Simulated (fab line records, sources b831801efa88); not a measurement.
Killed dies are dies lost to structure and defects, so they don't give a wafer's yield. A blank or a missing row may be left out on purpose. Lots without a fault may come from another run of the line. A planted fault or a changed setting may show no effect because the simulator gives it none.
fab line records | flow sky130
record lots=5 wafers=15 last_day=50
route steps=708 shown VIA2@516 METAL3@532 PAD_OPEN@708
lots that met no fault: from a run of the same line without faults
start_h: hours from the record's first day to the start of the lot's first wafer shown | wait_h: hours since the lot's step before | " the same as in the row above | L1.1+2: a row that stands for several wafers | - no value, or no start given | * or withheld: withheld | < > ~ a bound
route shown NAME@n: a module of which the file shows steps, and the number in the route of the first | usual: mean/standard deviation of fault-free wafers | same: alike in all rows | chamber/n: place in a boat | sites: the reading at each site | _std_site: their standard deviation | _edge_site: outer sites' mean less inner sites' | radius_mm: how far each site lies from the wafer's centre | mask NAME#n: copy n | behind: the tool/chamber that last shaped the wafer | hold: why the lot was held/for how many hours/how that ended | device: the transistor (n, p or np) that didn't switch | end of line: the same wafers' tests at the end of the route | a step without rows: its recipe alone | killed: dies lost to structure and defects at the first sort, not the wafer's yield | map: a wafer's dies, x killed, . not, _ none there
set.NAME: the setting as run; set.NAME@STEP: as run at that earlier step | model.NAME: the simulator's own value behind a step, which no gauge read
lots at some steps of the route; a table a step, a row a wafer
services: from which hour (start_h, from the record's first day; less than 0 if before it) a tool's chamber was out of use, for how many hours, and why
## steps
# step SKY_VIA2_EXPOSE_09
# recipe mask_id=VIM2 na=0.8 source_shape=annular sigma_inner=0.55 sigma_outer=0.85 target_cd_nm=200 dose_mj=38
# step SKY_VIA2_PEB_10
# recipe peb_temp_c=withheld peb_time_s=withheld resist=KrF-thick
# step SKY_VIA2_DEVELOP_11
# recipe develop_time_s=60 resist=KrF-thick dev_temp_c=21
# step SKY_VIA2_CD_MEAS_12
# recipe target_cd_nm=200
# usual cd_nm=200.0/1.2
# columns lot.wafer tool chamber start_h wait_h cd_nm
L489.1 cd_sem-01 - 858.62 - 199.8
L489.5 " - " " 200.3
L489.6 " - " " 200.6
L493.1 cd_sem-01 - 899.22 - 200.6
L493.4 " - " " 199.1
L493.5 " - " " 198.1
L498.1 cd_sem-02 - 925.36 - 201.8
L498.4 " - " " 200.1
L498.5 " - " " 199.6
L499.1 cd_sem-01 - 934.87 - 201.6
L499.4 " - " " 200.8
L499.5 " - " " 200.3
L510.3 cd_sem-01 - 1015.15 - 200.0
L510.5 " - " " 199.1
L510.6 " - " " 200.5
# step SKY_VIA2_OVL_MEAS_13
# usual VIA2_OVL=-2/5.3
# columns lot.wafer tool chamber start_h wait_h VIA2_OVL[nm]
L489.1 overlay-01 - 858.74 0.1 9
L489.5 " - " " 7
L489.6 " - " " 8
L493.1 overlay-01 - 899.34 0.1 -5
L493.4 " - " " 0
L493.5 " - " " -5
L498.1 overlay-01 - 925.48 0.1 0
L498.4 " - " " 5
L498.5 " - " " -9
L499.1 overlay-02 - 934.99 0.1 -3
L499.4 " - " " -6
L499.5 " - " " 1
L510.3 overlay-01 - 1015.24 0.1 1
L510.5 " - " " -2
L510.6 " - " " 2
# step SKY_VIA2_ETCH_14
# recipe chemistry=N2/H2 target=BARC ion_energy_ev=200 source_w=500 bias_w=100 pressure_mtorr=30 n2_flow_sccm=100 h2_flow_sccm=200 stop_on=SiO2 time_s=45.9 target_depth_a=600
# usual drypump_motor_current_A=5.7/0.38 oes_product_au=0.855/0.0047 throttle_valve_pct=13.224/0.0095
# columns lot.wafer tool chamber start_h wait_h drypump_motor_current_A oes_product_au rf_hours_counter_h throttle_valve_pct
L489.1 rie_diel-02 0 858.77 0.0 6.0 0.854 5 13.206
L489.5 " 1 " " 5.2 0.853 - 13.226
L489.6 " 2 " " 6.6 0.860 - 13.232
L493.1 rie_diel-01 0 899.37 0.0 5.1 0.864 13 13.243
L493.4 " 2 " " 5.8 0.852 11 13.208
L493.5 " 0 " " 5.1 0.853 - 13.221
L498.1 rie_diel-03 2 925.52 0.0 5.9 0.853 1 13.220
L498.4 " 1 " " 6.0 0.855 13 13.235
L498.5 " 2 " " 5.9 0.848 - 13.237
L499.1 rie_diel-01 3 935.02 0.0 5.6 0.858 2 13.205
L499.4 " 0 " " 5.2 0.852 14 13.217
L499.5 " 1 " " 5.4 0.859 - 13.210
L510.3 rie_diel-01 0 1015.26 0.0 5.2 0.854 17 13.233
L510.5 " 0 " " 5.1 0.847 - 13.221
L510.6 " 3 " " 5.6 0.864 - 13.225
# step SKY_VIA2_ETCH_15
# recipe target=SiO2 chemistry=C4F8/O2/Ar target_depth_nm=546 stop_on=TiN mask_material=KrF-thick source_w=1500 bias_w=1200 pressure_mtorr=40 c4f8_flow_sccm=withheld O2_flow_sccm=6 Ar_flow_sccm=300 time_s=84
# usual oes_product_au=0.940/0.0046
# columns lot.wafer tool chamber start_h wait_h oes_product_au rf_hours_counter_h
L489.1 rie_diel-02 0 858.81 0.0 0.943 5
L489.5 " 1 " " 0.941 -
L489.6 " 2 " " 0.935 -
L493.1 rie_diel-01 0 899.41 0.0 0.942 13
L493.4 " 2 " " 0.940 11
L493.5 " 0 " " 0.936 -
L498.1 rie_diel-03 2 925.56 0.0 0.935 1
L498.4 " 1 " " 0.939 13
L498.5 " 2 " " 0.941 -
L499.1 rie_diel-01 3 935.06 0.0 0.933 2
L499.4 " 0 " " 0.936 14
L499.5 " 1 " " 0.941 -
L510.3 rie_diel-01 0 1015.31 0.0 0.939 17
L510.5 " 0 " " 0.941 -
L510.6 " 3 " " 0.939 -
# step SKY_VIA2_STRIP_16
# recipe chemistry=O2/N2 power_w=1400 pressure_mtorr=1500 platen_temp_c=withheld o2_flow_sccm=3000 n2_flow_sccm=300 overash_fraction=0.5
# usual drypump_motor_current_A=5.7/0.73 oes_product_au=0.399/0.005 strip_time_to_endpoint_s=4.065/0.024
# columns lot.wafer tool chamber start_h wait_h drypump_motor_current_A oes_product_au rf_hours_counter_h strip_time_to_endpoint_s
L489.1 plasma_asher-02 0 858.88 0.0 5.7 0.389 42 4.067
L489.5 " 1 " " 5.7 0.397 - 4.073
L489.6 " 0 " " 5.7 0.405 - 4.050
L493.1 plasma_asher-01 1 899.48 0.0 6.3 0.396 77 4.070
L493.4 " 1 " " 6.3 0.388 - 4.088
L493.5 " 1 " " 6.3 0.392 - 4.072
L498.1 plasma_asher-04 1 925.62 0.0 6.7 0.392 109 4.074
L498.4 " 1 " " 6.7 0.398 - 4.062
L498.5 " 1 " " 6.7 0.394 - 4.082
L499.1 plasma_asher-04 0 935.13 0.0 6.6 0.406 110 4.034
L499.4 " 1 " " 6.7 0.395 - 4.030
L499.5 " 0 " " 6.6 0.401 - 4.045
L510.3 plasma_asher-02 1 1015.40 0.1 5.7 0.399 - 4.044
L510.5 " 0 " " 5.7 0.399 - 4.022
L510.6 " 1 " " 5.7 0.403 - 4.078
# step SKY_VIA2_STRIP_17
# recipe chemistry=post_etch_residue_remover time_s=1200 temp_c=72.5
# step SKY_VIA2_CLEAN_18
# recipe chemistry=IPA time_s=180 temp_c=25
# step SKY_VIA2_CLEAN_19
# recipe chemistry=O3/DIW dry=n2_spin
# step SKY_VIA2_SPUTTER_20
# recipe material=TiN target_thk_nm=20 chamber_pressure_pa=5 power_w=4000 time_s=80
# usual cathode_dc_power_W=4000.1/0.69 throttle_valve_pct=29.7/0.88
# columns lot.wafer tool chamber start_h wait_h cathode_dc_power_W throttle_valve_pct
L489.1 pvd_sputter-01 - 859.47 0.0 3999.5 28.8
L489.5 " - " " 3999.8 29.0
L489.6 " - " " 3999.7 30.2
L493.1 pvd_sputter-02 - 900.08 0.0 3999.5 30.5
L493.4 " - " " 3999.2 30.8
L493.5 " - " " 4000.6 29.2
L498.1 pvd_sputter-03 - 926.24 0.0 4001.1 30.8
L498.4 " - " " 4001.0 28.7
L498.5 " - " " 3999.8 30.7
L499.1 pvd_sputter-02 - 935.76 0.0 4000.4 30.3
L499.4 " - " " 4000.4 29.8
L499.5 " - " " 3999.3 30.2
L510.3 pvd_sputter-02 - 1015.97 0.0 4000.6 30.6
L510.5 " - " " 3998.6 29.0
L510.6 " - " " 4001.2 31.0
# step SKY_VIA2_CVD_21
# recipe material=W target_thk_nm=420 time_s=126.4 temp_c=400 pressure_torr=40
# usual heater_power_w=835/98
# columns lot.wafer tool chamber start_h wait_h heater_power_w model.W_of_VIA2_CVD_21.thk_nm
L489.1 cvd_w-02 0 859.53 0.0 744 419.6
L489.5 " 1 " " 965 417.1
L489.6 " 0 " " 716 418.3
L493.1 cvd_w-01 0 900.14 0.0 907 418
L493.4 " 1 " " 770 419.6
L493.5 " 0 " " 922 419.3
L498.1 cvd_w-01 0 926.30 0.0 853 804.9
L498.4 " 1 " " 763 420.3
L498.5 " 0 " " 859 418.7
L499.1 cvd_w-02 0 935.83 0.0 731 416.6
L499.4 " 1 " " 987 419.5
L499.5 " 0 " " 715 415.9
L510.3 cvd_w-02 1 1016.08 0.1 979 425.7
L510.5 " 0 " " 721 430
L510.6 " 1 " " 970 420.5
# step SKY_VIA2_RS_MEAS_22
# recipe thk_meas_gauge=four-point-probe reads=W_of_VIA2_CVD_21+TiN_of_VIA2_SPUTTER_20
# usual VIA2_W_RS=0.2733/0.0028
# columns lot.wafer tool chamber start_h wait_h hold VIA2_W_RS[ohm/sq]
L489.1 film_metro-03 - 859.66 0.1 - 0.2726
L489.5 " - " " - 0.2743
L489.6 " - " " - 0.2735
L493.1 film_metro-04 - 900.27 0.1 - 0.2742
L493.4 " - " " - 0.2733
L493.5 " - " " - 0.2739
L498.1 film_metro-04 - 926.43 0.1 await_dispo/0.2h/release 0.1416
L498.4 " - " " await_dispo/0.2h/release 0.2729
L498.5 " - " " await_dispo/0.2h/release 0.2734
L498.1 film_metro-04 - 926.72 0.3 - 0.1420
L498.4 " - " " - 0.2728
L498.5 " - " " - 0.2739
L499.1 film_metro-03 - 935.96 0.1 - 0.2745
L499.4 " - " " - 0.2732
L499.5 " - " " - 0.2751
L510.3 film_metro-03 - 1016.21 0.1 - 0.2687
L510.5 " - " " - 0.2662
L510.6 " - " " - 0.2723
# step SKY_VIA2_THK_MEAS_23
# recipe thk_meas_gauge=xrf reads=W_of_VIA2_CVD_21
# usual VIA2_W_THK=434/6.3
# columns lot.wafer tool chamber start_h wait_h hold VIA2_W_THK[nm]
L489.1 film_metro-03 - 859.78 0.1 - 431
L489.5 " - " " - 428
L489.6 " - " " - 428
L493.1 film_metro-04 - 900.39 0.1 - 435
L493.4 " - " " - 439
L493.5 " - " " - 441
L498.1 film_metro-04 - 930.21 3.5 await_dispo/0.2h/release -
L498.4 " - " " await_dispo/0.2h/release 429
L498.5 " - " " await_dispo/0.2h/release 432
L498.1 film_metro-04 - 930.45 0.2 - -
L498.4 " - " " - 431
L498.5 " - " " - 432
L499.1 film_metro-03 - 936.08 0.1 - 427
L499.4 " - " " - 430
L499.5 " - " " - 432
L510.3 film_metro-03 - 1016.31 0.1 - 445
L510.5 " - " " - 444
L510.6 " - " " - 439
# step SKY_VIA2_CMP_24
# recipe stop_on=SiO2 t_overpolish_s=20 down_force_psi=3.5 platen_rpm=60 target_thk_nm=0 pad_velocity_m_s=0.94248
# usual head_pressure_psi=3.502/0.0077 motor_current_A=11.4/1.3 time_to_endpoint_s=104/3.9
# columns lot.wafer tool chamber start_h wait_h hold head_pressure_psi motor_current_A time_to_endpoint_s
L489.1 cmp-01 0 859.89 0.1 - 3.505 10.3 107
L489.5 " 3 " " - 3.491 13.7 104
L489.6 " 0 " " - 3.492 11.0 106
L493.4 cmp-02 1 900.50 0.1 - 3.516 11.1 98
L493.1 " 2 " " - 3.504 10.6 104
L493.5 " 1 " " - 3.499 10.6 97
L498.4 cmp-01 3 935.32 4.8 await_dispo/4.8h/release 3.502 13.1 98
L498.1 " 1 " " await_dispo/4.8h/release 3.500 9.9 195
L498.5 " 0 " " await_dispo/4.8h/release 3.498 10.7 102
L499.4 cmp-02 3 936.24 0.1 - 3.495 10.4 105
L499.1 " 0 " " - 3.501 13.5 103
L499.5 " 1 " " - 3.498 11.0 98
L510.3 cmp-01 0 1016.50 0.2 - 3.514 10.8 104
L510.5 " 1 " " - 3.500 10.5 104
L510.6 " 2 " " - 3.499 11.6 104
# step SKY_METAL3_SPUTTER_00
# recipe material=Ti target_thk_nm=15 power_w=3000 time_s=10 chamber_pressure_pa=0.4
# usual cathode_dc_power_W=2999.9/0.54 throttle_valve_pct=29.9/0.61
# columns lot.wafer tool chamber start_h wait_h cathode_dc_power_W throttle_valve_pct
L489.1 pvd_sputter-04 - 860.14 0.2 2998.7 29.8
L489.5 " - " " 2999.6 30.0
L489.6 " - " " 3000.7 29.6
L493.1 pvd_sputter-04 - 900.75 0.1 2999.0 30.0
L493.4 " - " " 2999.8 30.0
L493.5 " - " " 3000.9 30.4
L498.1 pvd_sputter-01 - 935.62 0.1 3000.1 29.0
L498.4 " - " " 2999.7 29.8
L498.5 " - " " 3000.0 29.7
L499.1 pvd_sputter-04 - 936.46 0.1 3000.3 29.5
L499.4 " - " " 3000.0 30.2
L499.5 " - " " 3000.1 29.6
L510.3 pvd_sputter-01 - 1016.65 0.1 3000.2 29.1
L510.5 " - " " 3000.0 30.2
L510.6 " - " " 3000.2 29.0
# step SKY_PAD_OPEN_PROBE_99
# usual defect_limited_yield=82.5/1.9 killed_at_M0_to_M3=43/6.7 killed_at_M4_up=3.2/1.9 killed_at_contacts=24/5.9 killed_at_front_end=15/4.1 killed_at_other=0.3/0.56 killed_dies=86/9.5 killed_open=47/7.4 killed_short=39/5.5 sort_bin_3_pad_short=0.8/0.4 sort_bin_5_function=10.4/1.4 sort_bin_6_memory=6.2/1.2 sort_n_pass=406/9.5 sort_yield_pct=82.5/1.9
# same gross_dies=492 killed_at_back_side=0 sort_bin_4_leakage[%]=0 sort_bin_8_speed[%]=0
# columns lot.wafer tool chamber start_h wait_h defect_limited_yield[%] killed_at_M0_to_M3 killed_at_M4_up killed_at_contacts killed_at_front_end killed_at_other killed_dies killed_open killed_short sort_bin_3_pad_short[%] sort_bin_5_function[%] sort_bin_6_memory[%] sort_n_pass sort_yield_pct[%]
L489.1 prober-01 - 1085.42 0.1 80.3 57 1 27 9 3 97 53 44 1.6 11.6 6.5 395 80.3
L489.5 prober-01 - 1085.62 0.2 80.5 39 2 34 20 1 96 61 35 0.2 14.0 5.3 396 80.5
L489.6 prober-01 - 1085.67 0.2 78.0 45 3 40 19 1 108 57 51 0.6 12.0 9.3 384 78.0
L493.1 prober-01 - 1118.29 0.1 84.1 39 3 21 15 0 78 38 40 1.4 9.8 4.7 414 84.1
L493.4 prober-01 - 1118.44 0.2 80.9 41 8 31 14 0 94 48 46 1.2 9.1 8.7 398 80.9
L493.5 prober-01 - 1118.49 0.2 81.9 42 1 25 19 2 89 43 46 0.6 9.6 7.9 403 81.9
L510.3 prober-02 - 1202.42 0.2 83.7 40 1 21 17 1 80 44 36 0.4 10.4 5.5 412 83.7
L510.5 prober-02 - 1202.52 0.2 83.7 47 1 20 12 0 80 36 44 1.6 9.3 5.3 412 83.7
L510.6 prober-02 - 1202.57 0.2 82.3 47 3 23 14 0 87 53 34 0.6 11.2 5.9 405 82.3
# killed by level:class
L489.1 VIA1:geometric_particle:open=14 VIA3:geometric_particle:open=10 METAL1:geometric_particle:short=8 METAL2:geometric_particle:short=8 LI_CONTACT:geometric_particle:short=7 CONTACT:geometric_particle:open=7 VIA1:geometric_particle:short=7 CONTACT:geometric_particle:short=4
L489.5 LI_CONTACT:geometric_particle:open=13 CONTACT:geometric_particle:open=12 FIELD_ISO:geometric_particle:open=9 VIA1:geometric_particle:open=8 METAL1:geometric_particle:short=7 VIA2:geometric_particle:open=5 VIA3:geometric_particle:open=5 METAL3:geometric_particle:short=4
L489.6 LI_CONTACT:geometric_particle:open=11 VIA1:geometric_particle:open=11 CONTACT:geometric_particle:open=10 LOCAL_INTERCONNECT:geometric_particle:short=9 VIA1:geometric_particle:short=8 VIA2:geometric_particle:open=7 METAL1:geometric_particle:short=6 VIA3:geometric_particle:open=5
L493.1 METAL2:geometric_particle:short=10 CONTACT:geometric_particle:open=9 VIA1:geometric_particle:open=7 FIELD_ISO:geometric_particle:open=6 METAL1:geometric_particle:short=6 LOCAL_INTERCONNECT:geometric_particle:short=5 FIELD_ISO:geometric_particle:short=3 LI_CONTACT:geometric_particle:open=3
L493.4 CONTACT:geometric_particle:open=11 CONTACT:geometric_particle:short=6 METAL2:geometric_particle:short=6 LI_CONTACT:geometric_particle:open=5 VIA1:geometric_particle:open=5 VIA1:geometric_particle:short=5 VIA2:geometric_particle:open=5 VIA3:geometric_particle:open=5
L493.5 CONTACT:geometric_particle:open=10 VIA2:geometric_particle:open=8 METAL1:geometric_particle:short=7 METAL2:geometric_particle:short=7 POLY_GATE:geometric_particle:open=6 VIA1:geometric_particle:open=5 LOCAL_INTERCONNECT:geometric_particle:short=5 FIELD_ISO:geometric_particle:short=4
L510.3 CONTACT:geometric_particle:open=9 VIA2:geometric_particle:open=7 VIA1:geometric_particle:open=6 VIA1:geometric_particle:short=6 VIA3:geometric_particle:open=6 METAL2:geometric_particle:short=6 FIELD_ISO:geometric_particle:short=5 LI_CONTACT:geometric_particle:open=4
L510.5 VIA2:geometric_particle:open=10 METAL2:geometric_particle:short=9 VIA3:geometric_particle:open=9 CONTACT:geometric_particle:open=8 METAL1:geometric_particle:short=7 LOCAL_INTERCONNECT:geometric_particle:short=4 VIA1:geometric_particle:short=4 METAL3:geometric_particle:short=4
L510.6 VIA1:geometric_particle:open=13 CONTACT:geometric_particle:open=12 POLY_GATE:geometric_particle:open=7 LI_CONTACT:geometric_particle:open=7 VIA3:geometric_particle:open=5 METAL1:geometric_particle:short=5 VIA2:geometric_particle:open=5 VIA1:geometric_particle:short=4
## services
# columns tool chamber start_h hours kind
cmp-01 - 836.44 1.8 repair
cmp-01 - 836.74 0.4 repair
rie_diel-03 2 845.24 3.2 repair
cmp-02 - 856.57 5.7 pm
pvd_sputter-01 - 861.93 0.6 repair
pvd_sputter-04 0 873.57 - consumable_replace:kit
pvd_sputter-04 - 887.68 1.5 repair
pvd_sputter-01 - 895.57 10.5 repair
plasma_asher-04 - 896.18 2.8 pm
cvd_w-01 - 904.00 14.0 pm
plasma_asher-04 - 904.44 11.5 repair
pvd_sputter-02 - 908.03 4.5 repair
cmp-02 - 910.91 1.6 repair
cmp-02 - 912.51 4.0 pm
rie_diel-02 1 924.99 16.3 repair
cmp-02 - 938.62 0.6 repair
rie_diel-01 - 949.93 0.2 repair
rie_diel-03 2 964.26 13.7 repair
cvd_w-02 1 969.02 3.4 repair
cmp-02 - 973.58 1.8 repair
cmp-02 - 975.37 4.2 pm
rie_diel-01 0 988.41 1.2 repair
pvd_sputter-04 - 988.89 3.6 repair
cmp-02 - 999.76 0.4 repair
## key
first_sign step=SKY_VIA2_RS_MEAS_22 reading=visit direction=added
effect step=SKY_VIA2_RS_MEAS_22 reading=VIA2_W_RS direction=down sigmas=47 usual=0.2733 struck=0.1416
effect step=SKY_VIA2_THK_MEAS_23 reading=visit direction=added
effect step=SKY_VIA2_CMP_24 reading=time_to_endpoint_s direction=up sigmas=23 usual=* struck=*
model_effect step=SKY_VIA2_CVD_21 value=W_of_VIA2_CVD_21.thk_nm without=413.3 struck=804.9
met_at SKY_VIA2_CVD_21
struck_wafers L498.1
onset_between 900.14 926.30
fault kind=process_parameter_drift tool=cvd_w-01 chamber=- onset_h=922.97 steps=SKY_VIA2_CVD_21 channel=target_thk_nm offset=391.56 shape=step end_h=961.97 scope=struck_wafers_only acts_in=these_recipes_only stated=420
